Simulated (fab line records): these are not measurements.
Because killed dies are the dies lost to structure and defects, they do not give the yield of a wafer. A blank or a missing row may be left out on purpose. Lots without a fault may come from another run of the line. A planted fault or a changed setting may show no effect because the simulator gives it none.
Which tool is to blame? || flow sky130 || Sampling: 13 lots, 39 wafers, 4 of 708 route steps

## WHAT THE GAUGES SHOWED, per wafer
SKY_VIA2_OVL_MEAS_13. Usual: VIA2_OVL gives 2 nm (standard deviation 5).
{"lot": "L819", "measured": "day 36 12:22", "on": "overlay-01", "VIA2_OVL (nm)": "9 4 6", "flag": ""}
{"lot": "L820", "measured": "day 36 20:49", "on": "overlay-02", "VIA2_OVL (nm)": "-1 -2 2", "flag": ""}
{"lot": "L821", "measured": "day 37 04:04", "on": "overlay-01", "VIA2_OVL (nm)": "4 3 -2", "flag": ""}
{"lot": "L822", "measured": "day 37 17:02", "on": "overlay-02", "VIA2_OVL (nm)": "2 5 13", "flag": ""}
{"lot": "L824", "measured": "day 38 01:07", "on": "overlay-01", "VIA2_OVL (nm)": "-2 6 -5", "flag": ""}
{"lot": "L828", "measured": "day 39 02:08", "on": "overlay-02", "VIA2_OVL (nm)": "3 8 5", "flag": ""}
{"lot": "L830", "measured": "day 39 21:40", "on": "overlay-01", "VIA2_OVL (nm)": "4 -5 -6", "flag": ""}
{"lot": "L838", "measured": "day 42 05:50", "on": "overlay-02", "VIA2_OVL (nm)": "8 3 6", "flag": ""}
{"lot": "L837", "measured": "day 42 06:11", "on": "overlay-01", "VIA2_OVL (nm)": "4 8 3", "flag": ""}
{"lot": "L839", "measured": "day 42 08:01", "on": "overlay-02", "VIA2_OVL (nm)": "-2 0 4", "flag": ""}
{"lot": "L840", "measured": "day 42 08:14", "on": "overlay-02", "VIA2_OVL (nm)": "4 0 0", "flag": ""}
{"lot": "L841", "measured": "day 42 17:31", "on": "overlay-01", "VIA2_OVL (nm)": "8 8 2", "flag": ""}
{"lot": "L842", "measured": "day 43 01:47", "on": "overlay-01", "VIA2_OVL (nm)": "0 -5 4", "flag": ""}

SKY_VIA2_THK_MEAS_23: measures by xrf. Usual: VIA2_W_THK gives 421 nm (standard deviation 6.1).
{"lot": "L819", "measured": "day 36 13:25", "on": "film-metro-04", "VIA2_W_THK (nm)": "423 426 431", "flag": ""}
{"lot": "L820", "measured": "day 36 21:52", "on": "film-metro-02", "VIA2_W_THK (nm)": "427 426 420", "flag": ""}
{"lot": "L821", "measured": "day 37 05:07", "on": "film-metro-03", "VIA2_W_THK (nm)": "420 423 418", "flag": ""}
{"lot": "L822", "measured": "day 37 18:05", "on": "film-metro-03", "VIA2_W_THK (nm)": "419 427 423", "flag": ""}
{"lot": "L824", "measured": "day 38 02:19", "on": "film-metro-02", "VIA2_W_THK (nm)": "421 424 420", "flag": ""}
{"lot": "L828", "measured": "day 39 03:11", "on": "film-metro-04", "VIA2_W_THK (nm)": "413 417 419", "flag": ""}
{"lot": "L830", "measured": "day 39 22:43", "on": "film-metro-02", "VIA2_W_THK (nm)": "428 424 427", "flag": ""}
{"lot": "L838", "measured": "day 42 06:52", "on": "film-metro-02", "VIA2_W_THK (nm)": "413 414 419", "flag": ""}
{"lot": "L837", "measured": "day 42 07:14", "on": "film-metro-04", "VIA2_W_THK (nm)": "425 424 421", "flag": ""}
{"lot": "L839", "measured": "day 42 09:07", "on": "film-metro-03", "VIA2_W_THK (nm)": "411 411 415", "flag": ""}
{"lot": "L840", "measured": "day 42 09:16", "on": "film-metro-02", "VIA2_W_THK (nm)": "424 414 416", "flag": ""}
{"lot": "L841", "measured": "day 42 18:45", "on": "film-metro-02", "VIA2_W_THK (nm)": "416 420 414", "flag": ""}
{"lot": "L842", "measured": "day 43 02:50", "on": "film-metro-03", "VIA2_W_THK (nm)": "405 412 413", "flag": ""}

SKY_CAPM_THK_MEAS_01. Usual: CAPM_CVD_00_THK gives 15.47 nm (standard deviation 0.22).
{"lot": "L819", "measured": "day 36 13:58", "on": "film-metro-01", "CAPM_CVD_00_THK (nm)": "15.37 15.45 15.52", "flag": ""}
{"lot": "L820", "measured": "day 36 22:25", "on": "film-metro-02", "CAPM_CVD_00_THK (nm)": "15.12 15.68 15.36", "flag": ""}
{"lot": "L821", "measured": "day 37 05:39", "on": "film-metro-02", "CAPM_CVD_00_THK (nm)": "15.22 15.32 15.50", "flag": ""}
{"lot": "L822", "measured": "day 37 18:37", "on": "film-metro-04", "CAPM_CVD_00_THK (nm)": "15.03 15.11 15.27", "flag": ""}
{"lot": "L824", "measured": "day 38 02:58", "on": "film-metro-04", "CAPM_CVD_00_THK (nm)": "15.14 15.37 15.25", "flag": ""}
{"lot": "L828", "measured": "day 39 03:47", "on": "film-metro-01", "CAPM_CVD_00_THK (nm)": "15.04 15.31 15.17", "flag": ""}
{"lot": "L830", "measured": "day 39 23:16", "on": "film-metro-04", "CAPM_CVD_00_THK (nm)": "15.37 15.46 15.92", "flag": ""}
{"lot": "L838", "measured": "day 42 07:25", "on": "film-metro-02", "CAPM_CVD_00_THK (nm)": "15.25 15.32 15.80", "flag": ""}
{"lot": "L837", "measured": "day 42 07:46", "on": "film-metro-02", "CAPM_CVD_00_THK (nm)": "15.59 15.91 16.10", "flag": ""}
{"lot": "L839", "measured": "day 42 09:49", "on": "film-metro-01", "CAPM_CVD_00_THK (nm)": "15.57 15.66 15.70", "flag": ""}
{"lot": "L840", "measured": "day 42 09:55", "on": "film-metro-01", "CAPM_CVD_00_THK (nm)": "15.55 15.07 15.25", "flag": ""}
{"lot": "L841", "measured": "day 42 19:17", "on": "film-metro-02", "CAPM_CVD_00_THK (nm)": "15.45 15.68 16.01", "flag": ""}
{"lot": "L842", "measured": "day 43 03:23", "on": "film-metro-01", "CAPM_CVD_00_THK (nm)": "15.25 15.45 15.24", "flag": ""}

## WHAT TOOL EACH LOT RAN ON (gives the tool, then ch and the chambers of the sampled wafers, and finally the start)
{"lot": "L819", "SKY_VIA2_SOFTBAKE_08": "litho-track-04 ch 0, day 35 23:00"}
{"lot": "L820", "SKY_VIA2_SOFTBAKE_08": "litho-track-04 ch 0, day 36 08:00"}
{"lot": "L821", "SKY_VIA2_SOFTBAKE_08": "litho-track-03 ch 0, day 36 14:00"}
{"lot": "L822", "SKY_VIA2_SOFTBAKE_08": "litho-track-04 ch 0, day 37 03:00"}
{"lot": "L824", "SKY_VIA2_SOFTBAKE_08": "litho-track-04 ch 0, day 37 12:00"}
{"lot": "L828", "SKY_VIA2_SOFTBAKE_08": "litho-track-04 ch 0, day 38 13:00"}
{"lot": "L830", "SKY_VIA2_SOFTBAKE_08": "litho-track-04 ch 0, day 39 08:00"}
{"lot": "L838", "SKY_VIA2_SOFTBAKE_08": "litho-track-03 ch 0, day 41 17:00"}
{"lot": "L837", "SKY_VIA2_SOFTBAKE_08": "litho-track-04 ch 0, day 41 17:00"}
{"lot": "L839", "SKY_VIA2_SOFTBAKE_08": "litho-track-03 ch 0, day 41 19:00"}
{"lot": "L840", "SKY_VIA2_SOFTBAKE_08": "litho-track-04 ch 0, day 41 19:00"}
{"lot": "L841", "SKY_VIA2_SOFTBAKE_08": "litho-track-04 ch 0, day 42 06:00"}
{"lot": "L842", "SKY_VIA2_SOFTBAKE_08": "litho-track-04 ch 0, day 42 14:00"}
- SKY_VIA2_SOFTBAKE_08: time 90 s.

## AS READ BY THE TOOLS THEMSELVES (means over the sampled wafers that have a number; for cases with no such wafer, the mark the record gives instead)
SKY_VIA2_SOFTBAKE_08. Usual: exhaust-pa 44.9 Pa, standard deviation 0.8; heater-power-total-W 57.36 W, standard deviation 0.11; plate-temp-C 100.01 C, standard deviation 0.14; run-length-s 119.08 s, standard deviation 0.12.
{"lot": "L819", "tool": "litho-track-04", "exhaust-pa (Pa)": 44.4, "heater-power-total-W (W)": 57.34, "plate-temp-C (C)": 100.11, "run-length-s (s)": 119.02, "flag": ""}
{"lot": "L820", "tool": "litho-track-04", "exhaust-pa (Pa)": 45.4, "heater-power-total-W (W)": 57.27, "plate-temp-C (C)": 100.06, "run-length-s (s)": 119.02, "flag": ""}
{"lot": "L821", "tool": "litho-track-03", "exhaust-pa (Pa)": 44.7, "heater-power-total-W (W)": 57.27, "plate-temp-C (C)": 99.80, "run-length-s (s)": 119.13, "flag": ""}
{"lot": "L822", "tool": "litho-track-04", "exhaust-pa (Pa)": 46.6, "heater-power-total-W (W)": 57.27, "plate-temp-C (C)": 100.01, "run-length-s (s)": 119.07, "flag": ""}
{"lot": "L824", "tool": "litho-track-04", "exhaust-pa (Pa)": 44.5, "heater-power-total-W (W)": 57.32, "plate-temp-C (C)": 99.99, "run-length-s (s)": 119.13, "flag": ""}
{"lot": "L828", "tool": "litho-track-04", "exhaust-pa (Pa)": 44.7, "heater-power-total-W (W)": 57.82, "plate-temp-C (C)": 99.97, "run-length-s (s)": 117.00, "flag": "OFF"}
{"lot": "L830", "tool": "litho-track-04", "exhaust-pa (Pa)": 45.6, "heater-power-total-W (W)": 57.47, "plate-temp-C (C)": 100.11, "run-length-s (s)": 118.05, "flag": "OFF"}
{"lot": "L838", "tool": "litho-track-03", "exhaust-pa (Pa)": 44.5, "heater-power-total-W (W)": 57.41, "plate-temp-C (C)": 100.10, "run-length-s (s)": 119.27, "flag": ""}
{"lot": "L837", "tool": "litho-track-04", "exhaust-pa (Pa)": 45.3, "heater-power-total-W (W)": 57.48, "plate-temp-C (C)": 100.07, "run-length-s (s)": 119.00, "flag": ""}
{"lot": "L839", "tool": "litho-track-03", "exhaust-pa (Pa)": 44.9, "heater-power-total-W (W)": 57.38, "plate-temp-C (C)": 99.94, "run-length-s (s)": 119.19, "flag": ""}
{"lot": "L840", "tool": "litho-track-04", "exhaust-pa (Pa)": 44.6, "heater-power-total-W (W)": 57.42, "plate-temp-C (C)": 99.87, "run-length-s (s)": 119.13, "flag": ""}
{"lot": "L841", "tool": "litho-track-04", "exhaust-pa (Pa)": 45.0, "heater-power-total-W (W)": 57.41, "plate-temp-C (C)": 100.18, "run-length-s (s)": 119.11, "flag": ""}
{"lot": "L842", "tool": "litho-track-04", "exhaust-pa (Pa)": 44.7, "heater-power-total-W (W)": 57.41, "plate-temp-C (C)": 100.13, "run-length-s (s)": 119.09, "flag": ""}

## THE ANSWER, worked out from the rows above alone
Rule: a lot is off if the mean of its wafers that have a number lies more than 3 standard deviations from the usual mean. A lot without any number at a reading at which 4 lots or more have one is off too. Where the step has rows for the other lots, those lots are counted as sound. First the gauges in route order, then the tools' own readings, where a lot's mean is used as printed above. The first step at which some lot is off is used, and at that step the reading that is off furthest; a lot without a number counts as furthest.
Off: L828, L830, at SKY_VIA2_SOFTBAKE_08 (run-length-s).
A tool fits if, at that step or a process step before it, it ran every lot that is off, and no sound lot after the first of them. None of those tried fits.

## WHAT HAD BEEN PUT IN BY THE SIMULATOR
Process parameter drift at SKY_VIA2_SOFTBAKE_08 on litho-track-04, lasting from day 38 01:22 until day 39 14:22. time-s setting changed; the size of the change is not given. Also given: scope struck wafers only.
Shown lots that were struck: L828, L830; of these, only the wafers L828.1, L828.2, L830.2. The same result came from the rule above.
